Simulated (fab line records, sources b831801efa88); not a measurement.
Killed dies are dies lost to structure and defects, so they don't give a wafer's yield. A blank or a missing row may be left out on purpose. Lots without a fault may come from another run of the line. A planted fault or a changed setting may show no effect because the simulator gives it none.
Which tool did it? | flow gf180mcu | 13 lots, 36 wafers sampled, at 5 steps of a route of 602

WHAT THE GAUGES READ, wafer by wafer
GF_STI_THK_MEAS_22.
lot  | measured    | on            | STI_OXIDATION_01_THK (nm)
L846 | day 2 02:17 | film_metro-02 | 14.53 14.32 14.82
L847 | day 2 11:40 | film_metro-02 | 15.03 15.03 15.15
L848 | day 2 21:19 | film_metro-03 | 14.75 14.99 15.00
L851 | day 3 12:28 | film_metro-04 | 14.94 15.16
L852 | day 3 19:13 | film_metro-03 | 14.91 15.26
L856 | day 4 09:26 | film_metro-03 | 15.41 15.45
L861 | day 5 09:42 | film_metro-04 | 15.19 15.36 15.02
L862 | day 5 13:25 | film_metro-03 | 15.23 15.30 15.35
L863 | day 5 18:17 | film_metro-02 | 14.86 14.90 14.79
L864 | day 6 00:42 | film_metro-04 | 14.57 14.53 14.60
L866 | day 6 10:18 | film_metro-02 | 15.14 15.04 15.03
L868 | day 6 20:13 | film_metro-03 | 15.22 15.07 14.97
L869 | day 7 02:14 | film_metro-02 | 15.33 15.13 15.13

GF_POLY_GATE_THK_MEAS_17.
lot  | measured     | on            | POLY_GATE_OXIDATION_THK (nm)
L846 | day 8 21:02  | film_metro-04 | 4.04 4.08 4.02
L847 | day 9 21:56  | film_metro-04 | 3.90 3.97 3.90
L848 | day 10 10:06 | film_metro-04 | 3.95 3.86 3.86
L851 | day 11 10:17 | film_metro-02 | 3.92 3.98
L852 | day 11 13:09 | film_metro-01 | 3.93 3.98
L856 | day 12 17:01 | film_metro-04 | 3.99 3.98
L861 | day 14 01:43 | film_metro-01 | 4.01 4.01 3.96
L862 | day 14 03:53 | film_metro-01 | 3.95 4.00 3.96
L863 | day 14 09:43 | film_metro-01 | 4.09 4.08 3.99
L864 | day 14 22:07 | film_metro-01 | 4.08 4.13 4.00
L866 | day 15 07:50 | film_metro-04 | 3.97 4.03 4.00
L868 | day 15 20:48 | film_metro-02 | 3.89 3.84 3.95
L869 | day 16 03:27 | film_metro-01 | 3.94 3.99 3.92

WHICH TOOL RAN EACH LOT (tool, then ch and the chambers of the sampled wafers, then the start)
lot  | GF_STI_ETCH_13                    | GF_STI_STRIP_15                     | GF_POLY_GATE_ETCH_12
L846 | rie_diel-02 ch 0,2,3, day 2 00:28 | plasma_asher-02 ch 0,1, day 2 00:37 | rie_diel-02 ch 2,3, day 8 18:47
L847 | rie_diel-02 ch 0,2,3, day 2 07:45 | plasma_asher-02 ch 0,1, day 2 07:56 | rie_diel-01 ch 0,1,3, day 9 20:23
L848 | rie_diel-03 ch 0,1,2, day 2 13:15 | plasma_asher-01 ch 0,1, day 2 13:24 | rie_diel-01 ch 1,2,3, day 10 08:35
L851 | rie_diel-02 ch 0,1, day 3 06:27   | plasma_asher-01 ch 1, day 3 06:36   | rie_diel-01 ch 0, day 11 08:32
L852 | rie_diel-02 ch 0,3, day 3 13:42   | plasma_asher-01 ch 0,1, day 3 13:51 | rie_diel-02 ch 0,3, day 11 11:38
L856 | rie_diel-02 ch 2, day 4 05:52     | plasma_asher-02 ch 0,1, day 4 06:03 | rie_diel-04 ch 0,2, day 12 13:46
L861 | rie_diel-03 ch 0,2, day 5 07:30   | plasma_asher-01 ch 0,1, day 5 07:39 | rie_diel-01 ch 0,2,3, day 14 00:11
L862 | rie_diel-04 ch 1,3, day 5 11:40   | plasma_asher-03 ch 0, day 5 11:49   | rie_diel-04 ch 0,1,3, day 14 02:23
L863 | rie_diel-04 ch 1,2, day 5 16:33   | plasma_asher-01 ch 0, day 5 16:42   | rie_diel-04 ch 1,2,3, day 14 07:50
L864 | rie_diel-03 ch 2,3, day 5 21:37   | plasma_asher-03 ch 0,1, day 5 21:48 | rie_diel-04 ch 0,1,3, day 14 20:35
L866 | rie_diel-03 ch 0,1,3, day 6 08:30 | plasma_asher-03 ch 0,1, day 6 08:39 | rie_diel-02 ch 1,2,3, day 15 05:35
L868 | rie_diel-03 ch 0,1,3, day 6 18:28 | plasma_asher-03 ch 0,1, day 6 18:37 | rie_diel-01 ch 0,2,3, day 15 18:11
L869 | rie_diel-04 ch 0,1,3, day 7 00:30 | plasma_asher-03 ch 0,1, day 7 00:39 | rie_diel-02 ch 1,2,3, day 16 01:56
- GF_STI_ETCH_13: etches the open film in CHF3/O2, stops on Si, target depth 282.31 nm, time 112.9 s.
- GF_STI_STRIP_15: strips in O2/N2.
- GF_POLY_GATE_ETCH_12: etches BARC in N2/H2.

WHAT THE TOOLS THEMSELVES READ (means of the sampled wafers that have a number; where no wafer has one, the mark that the record gives instead)
GF_STI_ETCH_13.
lot  | tool        | drypump_motor_current_A (A) | oes_product_au (a.u.) | throttle_valve_pct (%)
L846 | rie_diel-02 | 5.5                         | 0.827                 | 8.808
L847 | rie_diel-02 | 5.5                         | 0.836                 | 8.800
L848 | rie_diel-03 | 5.5                         | 0.829                 | 8.804
L851 | rie_diel-02 | 5.9                         | 0.776                 | 8.798
L852 | rie_diel-02 | 5.5                         | 0.808                 | 8.814
L856 | rie_diel-02 | 5.3                         | 0.799                 | 8.806
L861 | rie_diel-03 | 5.0                         | 0.828                 | 8.801
L862 | rie_diel-04 | 5.6                         | 0.835                 | 8.809
L863 | rie_diel-04 | 5.9                         | 0.827                 | 8.811
L864 | rie_diel-03 | 5.5                         | 0.839                 | 8.807
L866 | rie_diel-03 | 5.7                         | 0.831                 | 8.810
L868 | rie_diel-03 | 5.6                         | 0.831                 | 8.806
L869 | rie_diel-04 | 5.4                         | 0.826                 | 8.811

GF_STI_STRIP_15.
lot  | tool            | drypump_motor_current_A (A) | heater_power_w (W) | oes_product_au (a.u.) | platen_temp_c (C) | strip_time_to_endpoint_s (s)
L846 | plasma_asher-02 | 5.7                         | 359                | 0.388                 | 250.19            | 3.71
L847 | plasma_asher-02 | 5.7                         | 351                | 0.384                 | 250.16            | 3.74
L848 | plasma_asher-01 | 6.3                         | 328                | 0.391                 | 250.13            | 3.74
L851 | plasma_asher-01 | 6.2                         | 326                | 0.359                 | 249.95            | 3.17
L852 | plasma_asher-01 | 6.2                         | 338                | 0.371                 | 250.14            | 3.50
L856 | plasma_asher-02 | 5.7                         | 340                | 0.378                 | 249.88            | 3.50
L861 | plasma_asher-01 | 6.2                         | 330                | 0.386                 | 249.89            | 3.73
L862 | plasma_asher-03 | 6.7                         | 313                | 0.381                 | 250.03            | 3.74
L863 | plasma_asher-01 | 6.3                         | 342                | 0.380                 | 249.98            | 3.72
L864 | plasma_asher-03 | 6.6                         | 336                | 0.383                 | 249.86            | 3.66
L866 | plasma_asher-03 | 6.6                         | 331                | 0.389                 | 249.85            | 3.76
L868 | plasma_asher-03 | 6.6                         | 333                | 0.389                 | 250.06            | 3.74
L869 | plasma_asher-03 | 6.6                         | 337                | 0.388                 | 250.28            | 3.81

GF_POLY_GATE_ETCH_12.
lot  | tool        | drypump_motor_current_A (A) | oes_product_au (a.u.) | throttle_valve_pct (%)
L846 | rie_diel-02 | 5.2                         | 0.738                 | 13.222
L847 | rie_diel-01 | 5.9                         | 0.732                 | 13.209
L848 | rie_diel-01 | 5.4                         | 0.738                 | 13.218
L851 | rie_diel-01 | 6.7                         | 0.738                 | 13.215
L852 | rie_diel-02 | 5.5                         | 0.736                 | 13.207
L856 | rie_diel-04 | 5.7                         | 0.734                 | 13.210
L861 | rie_diel-01 | 5.7                         | 0.732                 | 13.221
L862 | rie_diel-04 | 5.4                         | 0.735                 | 13.217
L863 | rie_diel-04 | 5.6                         | 0.732                 | 13.220
L864 | rie_diel-04 | 5.4                         | 0.737                 | 13.202
L866 | rie_diel-02 | 5.5                         | 0.733                 | 13.211
L868 | rie_diel-01 | 5.7                         | 0.734                 | 13.207
L869 | rie_diel-02 | 5.5                         | 0.735                 | 13.221

THE ANSWER, worked out from the rows above alone
Rule: what is usual is taken from the lots themselves. Put in order of their means at a reading, lots are off if they are a third of the lots or fewer, leave a main group of 4 or more, and stand apart from it by a gap of 3 or more times the standard deviation of the main group's means; of several such gaps the widest counts. A main group whose means are all the same, to the digits that the tables above print for the reading, isn't used. A lot without any number at a reading at which 4 lots or more have one is off too. The other lots that the step has rows for count as sound. The gauges are gone through in route order, then the tools' own readings, and for those a lot's mean is taken as printed above. The first step at which some lot is off is used, and at that step the reading that is off furthest; a lot without a number counts as furthest.
Off: L851, L852, L856, at GF_STI_ETCH_13 (oes_product_au). The main group: mean 0.831 a.u., standard deviation 0.0042.
A tool fits if, at that step or a process step before it, it ran every lot that is off, and no sound lot after the first of them. One fits: rie_diel-02 at GF_STI_ETCH_13. Its last sound lot is L847 (day 2 07:45), its first lot that is off L851 (day 3 06:27): a fault that began between those two fits.
The tool's own readings at GF_STI_ETCH_13 bear it out: on the lots that are off they differ by more than 5 times the standard deviation of the sound lots' means. oes_product_au reads 0.794 a.u. there against 0.831 a.u. on the sound lots.

WHAT THE SIMULATOR HAD PUT IN
Process parameter drift: rie_diel-02, from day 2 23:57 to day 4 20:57, at GF_STI_ETCH_13. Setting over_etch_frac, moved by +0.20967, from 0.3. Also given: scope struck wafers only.
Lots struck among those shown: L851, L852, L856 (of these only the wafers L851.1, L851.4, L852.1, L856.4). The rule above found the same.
